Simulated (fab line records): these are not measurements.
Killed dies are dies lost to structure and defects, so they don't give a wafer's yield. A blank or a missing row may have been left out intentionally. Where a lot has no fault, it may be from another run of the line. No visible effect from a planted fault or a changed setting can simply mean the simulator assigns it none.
fab line records	flow sky130
record lots=6	wafers=18	last-day=50
route steps=708 shown VT_ADJUST_NCORE@128 VT_ADJUST_HVTR@131 PAD_OPEN@708
lots that met no fault: from a run of the same line without faults
start-h: hours from the record's first day to the start of the lot's first wafer shown	wait-h: hours from the lot's prior step to this one	" same as the row above	L1.1+2: a single row standing in for several wafers	- no value present, or no start provided	* or withheld: withheld	< > ~ a bound
route shown NAME@n: a module of which the file shows steps, and the number in the route of the first	usual: mean/standard deviation taken from wafers without a fault	same: alike in all rows	chamber/n: place in a boat	sites: readings site by site	_std_site: standard deviation of those values	_edge_site: mean of outer sites minus mean of inner sites	radius-mm: for every site, how far away it sits from the centre of the wafer	mask NAME#n: copy n	behind: the last tool/chamber to shape the wafer	hold: what put the lot on hold/how long, in hours/how the hold closed	device: whichever transistor did not switch (one of n, p or np)	end of line: at the end of the route, the tests of the same wafers	a step given without rows: its recipe and nothing more	killed: dies lost to structure and defects at the first sort, not the wafer's yield	map: a wafer's dies, marking killed ones x, the rest . and places with no die _
set.NAME: the setting as run; set.NAME@STEP: as run at that earlier step	model.NAME: the simulator's own value behind a step, which no gauge read
lots at selected steps of the route; one table per step, one row per wafer
services: a tool's chamber out of use, with start hour (start-h, from the record's first day; less than 0 if before it), hours out, and reason
## steps
# step SKY_VT_ADJUST_NCORE_IMPLANT_09
# recipe species=B	energy-kev=10	dose-cm2=2.4e+12	tilt-deg=withheld
# step SKY_VT_ADJUST_NCORE_STRIP_10
# recipe chemistry=O2/N2	power-w=1400	pressure-mtorr=1500	platen-temp-c=withheld	o2-flow-sccm=3000	n2-flow-sccm=300	overash-fraction=0.5
# usual drypump-motor-current-A=5.9/0.4	oes-product-au=0.715/0.0048	strip-time-to-endpoint-s=14.19/0.036
lot.wafer	tool	chamber	start-h	wait-h	drypump-motor-current-A	oes-product-au	rf-hours-counter-h	strip-time-to-endpoint-s
L622.1	plasma-asher-01	0	187.51	0.2	6.7	0.712	51	14.19
L622.2	"	1	"	"	5.6	0.714	51	14.20
L622.5	"	0	"	"	6.7	0.708	-	14.28
L626.3	plasma-asher-02	0	219.86	0.1	5.8	0.720	-	14.16
L626.4	"	1	"	"	5.9	0.712	-	14.16
L626.5	"	0	"	"	5.8	0.714	-	14.17
L627.2	plasma-asher-02	1	223.86	0.1	6.0	0.706	10	14.20
L627.4	"	0	"	"	5.8	0.708	-	14.20
L627.6	"	0	"	"	5.8	0.716	-	14.16
L628.1	plasma-asher-02	0	230.20	0.1	5.8	0.714	11	14.18
L628.3	"	1	"	"	6.0	0.715	-	14.21
L628.4	"	0	"	"	5.8	0.717	-	14.15
L634.1	plasma-asher-02	0	274.02	0.1	5.8	0.711	15	14.20
L634.3	"	1	"	"	5.9	0.716	-	14.21
L634.6	"	1	"	"	5.9	0.719	-	14.17
L641.1	plasma-asher-02	1	338.62	0.1	6.0	0.721	22	14.24
L641.3	"	1	"	"	6.0	0.716	-	14.27
L641.4	"	0	"	"	5.8	0.707	-	14.26
# step SKY_VT_ADJUST_NCORE_TW_MEAS_11
# usual VT_ADJUST_NCORE_TW=217.7/2.3
lot.wafer	tool	chamber	start-h	wait-h	VT_ADJUST_NCORE_TW
L622.1	film-metro-03	-	187.61	0.1	214.2
L622.2	"	-	"	"	214.7
L622.5	"	-	"	"	216.0
L626.3	film-metro-01	-	219.94	0.1	217.8
L626.4	"	-	"	"	218.2
L626.5	"	-	"	"	217.5
L627.2	film-metro-01	-	223.97	0.1	219.0
L627.4	"	-	"	"	217.5
L627.6	"	-	"	"	218.4
L628.1	film-metro-01	-	230.30	0.1	218.7
L628.3	"	-	"	"	218.1
L628.4	"	-	"	"	218.9
L634.1	film-metro-01	-	274.12	0.1	217.3
L634.3	"	-	"	"	218.5
L634.6	"	-	"	"	218.2
L641.1	film-metro-02	-	338.72	0.1	220.8
L641.3	"	-	"	"	218.8
L641.4	"	-	"	"	220.2
# step SKY_VT_ADJUST_HVTR_DEHYDRATE_00
# recipe temp-c=200	time-s=60
# step SKY_VT_ADJUST_HVTR_HMDS_01
# recipe prime-time-s=60	prime-temp-c=120
# step SKY_VT_ADJUST_HVTR_COAT_02
# recipe resist=NOVOLAK	spin-rpm=3000	resist-thk-nm=1140
# step SKY_VT_ADJUST_HVTR_SOFTBAKE_03
# recipe temp-c=90	time-s=60	resist=NOVOLAK
# step SKY_VT_ADJUST_HVTR_EXPOSE_04
# recipe mask-id=HVTRM	target-cd-nm=380	na=0.6	source-shape=conventional	sigma-outer=0.6	dose-mj=150
# step SKY_VT_ADJUST_HVTR_PEB_05
# recipe temp-c=withheld	time-s=*	resist=NOVOLAK
# step SKY_VT_ADJUST_HVTR_DEVELOP_06
# recipe develop-time-s=60	dev-temp-c=23
# step SKY_VT_ADJUST_HVTR_CD_MEAS_07
# recipe target-cd-nm=380
# usual cd-nm=379.3/2.3
lot.wafer	tool	chamber	start-h	wait-h	cd-nm
L622.1	cd-sem-01	-	207.82	0.1	378.8
L622.2	"	-	"	"	379.6
L622.5	"	-	"	"	379.3
L626.3	cd-sem-02	-	242.49	0.1	379.7
L626.4	"	-	"	"	380.8
L626.5	"	-	"	"	378.2
L627.2	cd-sem-02	-	246.32	0.1	378.2
L627.4	"	-	"	"	381.0
L627.6	"	-	"	"	378.0
L628.1	cd-sem-02	-	252.67	0.1	380.4
L628.3	"	-	"	"	379.9
L628.4	"	-	"	"	380.7
L634.1	cd-sem-02	-	298.87	0.1	377.2
L634.3	"	-	"	"	377.1
L634.6	"	-	"	"	379.0
L641.1	cd-sem-01	-	365.70	0.1	380.8
L641.3	"	-	"	"	379.9
L641.4	"	-	"	"	382.3
# step SKY_VT_ADJUST_HVTR_OVL_MEAS_08
# usual VT_ADJUST_HVTR_OVL=-0.6/1.3
lot.wafer	tool	chamber	start-h	wait-h	VT_ADJUST_HVTR_OVL[nm]
L622.1	overlay-02	-	207.94	0.1	0.5
L622.2	"	-	"	"	-0.7
L622.5	"	-	"	"	-0.4
L626.3	overlay-02	-	242.58	0.1	-0.3
L626.4	"	-	"	"	1.0
L626.5	"	-	"	"	-1.6
L627.2	overlay-02	-	246.43	0.1	-1.0
L627.4	"	-	"	"	-2.2
L627.6	"	-	"	"	-0.1
L628.1	overlay-02	-	252.79	0.1	-2.2
L628.3	"	-	"	"	-2.5
L628.4	"	-	"	"	-2.6
L634.1	overlay-02	-	298.99	0.1	-2.0
L634.3	"	-	"	"	-1.5
L634.6	"	-	"	"	-0.8
L641.1	overlay-01	-	365.82	0.1	-1.6
L641.3	"	-	"	"	0.5
L641.4	"	-	"	"	-0.2
# step SKY_VT_ADJUST_HVTR_IMPLANT_09
# recipe species=B	energy-kev=10	dose-cm2=2.1e+12	tilt-deg=withheld
# usual dose-ions-cm2=2.0999e+12/2.2e+09	end-station-pressure-torr=4.97e-06/2.9e-07	faraday-current-uA=11.83/0.22
lot.wafer	tool	chamber	start-h	wait-h	dose-ions-cm2	end-station-pressure-torr	faraday-current-uA
L622.1	implanter-02	0	207.97	0.0	2.0996e+12	5.01e-06	11.76
L622.2	"	0	"	"	2.1002e+12	5.29e-06	11.86
L622.5	"	0	"	"	2.0998e+12	5.15e-06	11.85
L626.3	implanter-02	0	242.66	0.1	2.8022e+12	5.41e-06	15.60
L626.4	"	0	"	"	2.8005e+12	5.09e-06	15.87
L626.5	"	0	"	"	2.8003e+12	4.81e-06	15.59
L627.2	implanter-01	0	246.48	0.0	2.0993e+12	4.69e-06	12.03
L627.4	"	0	"	"	2.101e+12	4.87e-06	11.45
L627.6	"	0	"	"	2.0994e+12	5.03e-06	11.63
L628.1	implanter-02	0	252.82	0.0	2.7984e+12	5.29e-06	15.81
L628.3	"	0	"	"	2.799e+12	4.87e-06	15.33
L628.4	"	0	"	"	2.8005e+12	4.7e-06	16.18
L634.1	implanter-01	0	299.02	0.0	2.1014e+12	5.18e-06	11.74
L634.3	"	0	"	"	2.1013e+12	4.88e-06	11.73
L634.6	"	0	"	"	2.1004e+12	5.26e-06	11.86
L641.1	implanter-03	0	365.85	0.0	2.1004e+12	4.84e-06	12.06
L641.3	"	0	"	"	2.1033e+12	5.28e-06	11.88
L641.4	"	0	"	"	2.1008e+12	5.34e-06	12.17
# step SKY_VT_ADJUST_HVTR_STRIP_10
# recipe chemistry=O2/N2	power-w=1400	pressure-mtorr=1500	platen-temp-c=withheld	o2-flow-sccm=3000	n2-flow-sccm=300	overash-fraction=0.5
# usual drypump-motor-current-A=5.8/0.44	oes-product-au=0.715/0.0047	strip-time-to-endpoint-s=14.18/0.043
lot.wafer	tool	chamber	start-h	wait-h	drypump-motor-current-A	oes-product-au	rf-hours-counter-h	strip-time-to-endpoint-s
L622.1	plasma-asher-02	1	208.12	0.1	6.0	0.717	9	14.24
L622.2	"	0	"	"	5.8	0.717	9	14.18
L622.5	"	1	"	"	6.0	0.720	-	14.18
L626.3	plasma-asher-02	1	242.79	0.1	5.9	0.709	-	14.11
L626.4	"	0	"	"	5.8	0.715	-	14.11
L626.5	"	1	"	"	5.9	0.708	-	14.11
L627.2	plasma-asher-04	1	246.61	0.1	5.3	0.705	45	14.18
L627.4	"	0	"	"	5.3	0.714	-	14.20
L627.6	"	1	"	"	5.3	0.708	-	14.19
L628.1	plasma-asher-01	0	252.97	0.1	6.7	0.709	57	14.13
L628.3	"	0	"	"	6.7	0.712	-	14.13
L628.4	"	1	"	"	5.7	0.713	-	14.14
L634.1	plasma-asher-04	0	299.17	0.1	5.3	0.719	50	14.12
L634.3	"	1	"	"	5.3	0.706	-	14.12
L634.6	"	0	"	"	5.3	0.713	-	14.08
L641.1	plasma-asher-04	1	366.00	0.1	5.3	0.721	56	14.19
L641.3	"	0	"	"	5.3	0.719	-	14.18
L641.4	"	1	"	"	5.3	0.719	-	14.18
# step SKY_VT_ADJUST_HVTR_TW_MEAS_11
# usual VT_ADJUST_HVTR_TW=210.3/2.5
lot.wafer	tool	chamber	start-h	wait-h	hold	VT_ADJUST_HVTR_TW
L622.1	film-metro-04	-	208.22	0.1	-	211.6
L622.2	"	-	"	"	-	211.4
L622.5	"	-	"	"	-	212.1
L626.3	film-metro-04	-	242.88	0.1	await-dispo/0.2h/release	230.2
L626.4	"	-	"	"	await-dispo/0.2h/release	230.8
L626.5	"	-	"	"	await-dispo/0.2h/release	230.5
L626.3	film-metro-04	-	243.10	0.2	-	230.0
L626.4	"	-	"	"	-	229.4
L626.5	"	-	"	"	-	230.5
L627.2	film-metro-02	-	246.72	0.1	-	212.3
L627.4	"	-	"	"	-	213.1
L627.6	"	-	"	"	-	213.9
L628.1	film-metro-04	-	253.07	0.1	await-dispo/0.2h/release	230.3
L628.3	"	-	"	"	await-dispo/0.2h/release	230.8
L628.4	"	-	"	"	await-dispo/0.2h/release	230.7
L628.1	film-metro-04	-	253.30	0.2	-	229.7
L628.3	"	-	"	"	-	230.7
L628.4	"	-	"	"	-	229.7
L634.1	film-metro-03	-	299.27	0.1	-	206.4
L634.3	"	-	"	"	-	207.2
L634.6	"	-	"	"	-	206.2
L641.1	film-metro-02	-	366.10	0.1	-	212.9
L641.3	"	-	"	"	-	213.8
L641.4	"	-	"	"	-	212.5
# step SKY_PAD_OPEN_PROBE_99
# usual killed_at_M0_to_M3=44/7.2	killed_at_M4_up=3.1/1.7	killed-at-contacts=24/5.2	killed-at-front-end=15/4.1	killed-at-other=0.3/0.61	killed-dies=87/10	killed-open=48/7.5	killed-short=39/6.6
# same gross-dies=492	killed-at-back-side=0
lot.wafer	tool	chamber	start-h	wait-h	killed_at_M0_to_M3	killed_at_M4_up	killed-at-contacts	killed-at-front-end	killed-at-other	killed-dies	killed-open	killed-short	model.etest.pfet_01v8_mvt.drive-ua-um	model.etest.pfet_01v8_mvt.off-log10-a-um	model.etest.pfet_01v8_mvt.vt-sat-v	model.etest.pfet_01v8_mvt.vt-v	model.etest.pfet_01v8_mvt.vt-long-v
L622.1	prober-02	-	1072.04	0.1	49	1	29	21	0	100	66	34	152.9	-10.64	-0.5687	-0.6565	-0.8615
L622.2	prober-02	-	1072.09	0.1	39	1	31	14	0	85	48	36	150.5	-10.64	-0.5705	-0.6602	-0.8656
L622.5	prober-02	-	1072.24	0.2	48	1	20	18	0	87	54	32	151.5	-10.48	-0.56	-0.6481	-0.8581
L626.3	prober-01	-	1105.13	0.2	42	3	22	26	0	93	62	31	163.2	-9.489	-0.4579	-0.5594	-0.7833
L626.4	prober-01	-	1105.18	0.2	41	5	25	16	0	87	44	43	162	-9.687	-0.4698	-0.5686	-0.7905
L626.5	prober-01	-	1105.23	0.2	43	2	27	19	0	91	51	40	160.1	-9.493	-0.4654	-0.5636	-0.7832
L627.2	prober-02	-	1114.79	0.1	39	3	34	17	0	93	55	38	155.1	-10.24	-0.5457	-0.631	-0.8388
L627.4	prober-02	-	1114.89	0.2	53	1	22	14	0	90	53	37	151.5	-10.44	-0.5581	-0.6438	-0.8496
L627.6	prober-02	-	1114.99	0.2	43	5	14	12	0	74	39	35	152.2	-10.41	-0.553	-0.637	-0.8412
L628.1	prober-01	-	1115.89	0.1	37	5	24	20	0	86	47	39	169.2	-9.139	-0.4181	-0.5281	-0.7639
L628.3	prober-01	-	1115.99	0.2	34	2	19	17	0	72	48	24	168.7	-9.033	-0.4196	-0.5255	-0.7611
L628.4	prober-01	-	1116.04	0.2	49	5	17	14	0	85	52	33	165.3	-9.223	-0.4272	-0.5344	-0.7685
L634.1	prober-01	-	1149.39	0.1	47	3	26	21	1	98	56	42	148.7	-11.04	-0.5835	-0.6653	-0.8706
L634.3	prober-01	-	1149.49	0.2	46	4	23	21	0	94	48	45	149.7	-10.88	-0.5814	-0.6642	-0.8682
L634.6	prober-01	-	1149.64	0.2	41	7	22	7	0	77	44	31	150.1	-10.92	-0.5899	-0.6702	-0.8717
L641.1	prober-01	-	1196.09	0.1	66	6	33	12	0	117	70	47	153.5	-10.48	-0.5597	-0.6471	-0.8531
L641.3	prober-01	-	1196.19	0.2	45	4	21	19	2	91	50	40	152.3	-10.7	-0.5727	-0.6578	-0.8561
L641.4	prober-01	-	1196.24	0.2	57	4	28	6	0	95	44	51	154.1	-10.63	-0.5675	-0.6545	-0.8595
# killed by level:class
L622.1 CONTACT:geometric-particle:open=12 VIA1:geometric-particle:open=11 VIA2:geometric-particle:open=11 FIELD_ISO:geometric-particle:open=9 LI_CONTACT:geometric-particle:open=8 VIA1:geometric-particle:short=7 METAL2:geometric-particle:short=5 VIA3:geometric-particle:open=5
L622.2 CONTACT:geometric-particle:open=10 VIA1:geometric-particle:open=10 VIA2:geometric-particle:open=8 METAL2:geometric-particle:short=7 LI_CONTACT:geometric-particle:open=7 VIA3:geometric-particle:open=6 CONTACT:geometric-particle:short=6 LOCAL_INTERCONNECT:geometric-particle:short=5
L622.5 VIA1:geometric-particle:open=14 VIA2:geometric-particle:open=10 METAL2:geometric-particle:short=10 CONTACT:geometric-particle:open=9 FIELD_ISO:geometric-particle:open=7 VIA3:geometric-particle:open=7 POLY_GATE:geometric-particle:short=4 LOCAL_INTERCONNECT:geometric-particle:short=4
L626.3 CONTACT:geometric-particle:open=10 VIA1:geometric-particle:open=10 VIA2:geometric-particle:open=9 POLY_GATE:geometric-particle:open=8 LI_CONTACT:geometric-particle:open=7 SPACER:geometric-particle:open=5 METAL1:geometric-particle:short=5 METAL2:geometric-particle:short=5
L626.4 VIA1:geometric-particle:open=13 CONTACT:geometric-particle:short=9 FIELD_ISO:geometric-particle:open=6 CONTACT:geometric-particle:open=5 VIA1:geometric-particle:short=4 METAL2:geometric-particle:short=4 VIA2:geometric-particle:open=4 VIA3:geometric-particle:open=4
L626.5 VIA1:geometric-particle:open=12 CONTACT:geometric-particle:short=9 CONTACT:geometric-particle:open=9 VIA3:geometric-particle:open=8 FIELD_ISO:geometric-particle:open=6 METAL1:geometric-particle:short=6 METAL2:geometric-particle:short=5 POLY_GATE:geometric-particle:open=4
L627.2 CONTACT:geometric-particle:open=12 LI_CONTACT:geometric-particle:open=11 FIELD_ISO:geometric-particle:short=7 VIA1:geometric-particle:open=6 VIA3:geometric-particle:open=6 LOCAL_INTERCONNECT:geometric-particle:short=5 VIA2:geometric-particle:open=5 FIELD_ISO:geometric-particle:open=4
L627.4 VIA3:geometric-particle:open=12 CONTACT:geometric-particle:open=10 VIA1:geometric-particle:open=7 METAL1:geometric-particle:short=6 VIA2:geometric-particle:open=6 POLY_GATE:geometric-particle:short=5 LI_CONTACT:geometric-particle:open=5 LOCAL_INTERCONNECT:geometric-particle:short=4
L627.6 LI_CONTACT:geometric-particle:open=7 VIA3:geometric-particle:open=7 VIA1:geometric-particle:open=6 VIA2:geometric-particle:open=6 METAL1:geometric-particle:open=5 METAL4:geometric-particle:short=5 METAL1:geometric-particle:short=4 VIA1:geometric-particle:short=4
L628.1 CONTACT:geometric-particle:open=9 LI_CONTACT:geometric-particle:open=8 VIA1:geometric-particle:short=7 VIA1:geometric-particle:open=7 VIA2:geometric-particle:open=6 FIELD_ISO:geometric-particle:open=5 FIELD_ISO:geometric-particle:short=5 METAL2:geometric-particle:short=4
L628.3 VIA1:geometric-particle:open=12 LI_CONTACT:geometric-particle:open=7 FIELD_ISO:geometric-particle:short=6 CONTACT:geometric-particle:open=6 VIA3:geometric-particle:open=6 VIA2:geometric-particle:open=5 FIELD_ISO:geometric-particle:open=4 METAL2:geometric-particle:short=4
L628.4 VIA1:geometric-particle:open=11 CONTACT:geometric-particle:open=10 VIA3:geometric-particle:open=8 VIA2:geometric-particle:open=6 METAL1:geometric-particle:short=5 FIELD_ISO:geometric-particle:open=4 VIA1:geometric-particle:short=4 METAL2:geometric-particle:short=4
L634.1 VIA1:geometric-particle:open=19 CONTACT:geometric-particle:open=8 POLY_GATE:geometric-particle:open=7 LI_CONTACT:geometric-particle:open=7 FIELD_ISO:geometric-particle:open=6 METAL1:geometric-particle:short=6 METAL2:geometric-particle:short=5 LOCAL_INTERCONNECT:geometric-particle:short=5
L634.3 LI_CONTACT:geometric-particle:open=10 VIA1:geometric-particle:open=8 METAL1:geometric-particle:short=7 CONTACT:geometric-particle:open=6 FIELD_ISO:geometric-particle:open=5 POLY_GATE:geometric-particle:open=5 POLY_GATE:geometric-particle:short=5 VIA1:geometric-particle:short=5
L634.6 VIA1:geometric-particle:open=14 LI_CONTACT:geometric-particle:open=10 VIA3:geometric-particle:open=6 CONTACT:geometric-particle:open=5 METAL4:geometric-particle:short=5 LOCAL_INTERCONNECT:geometric-particle:short=4 METAL3:geometric-particle:short=4 VIA1:geometric-particle:short=4
L641.1 VIA1:geometric-particle:open=22 VIA3:geometric-particle:open=10 CONTACT:geometric-particle:open=10 LI_CONTACT:geometric-particle:open=9 LOCAL_INTERCONNECT:geometric-particle:short=6 VIA2:geometric-particle:open=6 METAL2:geometric-particle:short=6 CONTACT:geometric-particle:short=5
L641.3 METAL1:geometric-particle:short=12 VIA1:geometric-particle:open=9 LI_CONTACT:geometric-particle:open=7 FIELD_ISO:geometric-particle:open=6 VIA2:geometric-particle:open=6 CONTACT:geometric-particle:open=5 VIA3:geometric-particle:open=5 FIELD_ISO:geometric-particle:short=3
L641.4 VIA1:geometric-particle:short=8 VIA3:geometric-particle:open=8 LI_CONTACT:geometric-particle:open=7 CONTACT:geometric-particle:open=7 VIA1:geometric-particle:open=7 METAL1:geometric-particle:short=7 VIA2:geometric-particle:open=7 CONTACT:geometric-particle:short=6
## services
tool	chamber	start-h	hours	kind
implanter-03	-	172.84	6.3	repair
plasma-asher-01	-	194.69	4.2	repair
plasma-asher-04	-	197.53	2.8	pm
implanter-03	-	215.91	2.9	repair
implanter-02	-	217.64	3.0	repair
implanter-02	-	227.27	2.7	pm
implanter-01	-	237.92	2.0	repair
implanter-02	-	326.69	3.4	repair
plasma-asher-01	-	337.57	2.8	pm
implanter-02	-	346.72	1.6	repair
implanter-01	-	349.81	3.4	pm
plasma-asher-02	-	365.76	0.5	repair
## key
first-sign step=SKY_VT_ADJUST_HVTR_IMPLANT_09	reading=dose-ions-cm2	direction=up	sigmas=99+	usual=*	struck=*
effect step=SKY_VT_ADJUST_HVTR_IMPLANT_09	reading=faraday-current-uA	direction=up	sigmas=18	usual=11.83	struck=15.73
effect step=SKY_VT_ADJUST_HVTR_TW_MEAS_11	reading=visit	direction=added
effect step=SKY_VT_ADJUST_HVTR_TW_MEAS_11	reading=VT_ADJUST_HVTR_TW	direction=up	sigmas=8.1	usual=210.3	struck=230.6
model-effect step=SKY_PAD_OPEN_PROBE_99	value=etest.pfet_01v8_mvt.drive-ua-um	without=150.7	struck=164.8
met-at SKY_VT_ADJUST_HVTR_IMPLANT_09
struck-wafers L626.3,L626.4,L626.5,L628.1,L628.3,L628.4
tester-left-out L626,L628
onset-between 207.97 242.66
fault kind=process-parameter-drift	tool=implanter-02	chamber=-	onset-h=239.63	steps=SKY_VT_ADJUST_HVTR_IMPLANT_09	channel=dose-cm2	offset=*	shape=step	end-h=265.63	acts-in=*	stated=*
# tester-left-out: of these lots the tester's yield and bins aren't shown, on N5 and GAA mostly nor the transistor test; their killed dies are dies lost to structure and defects alone, not to doping, threshold or leakage, so they don't give the yield
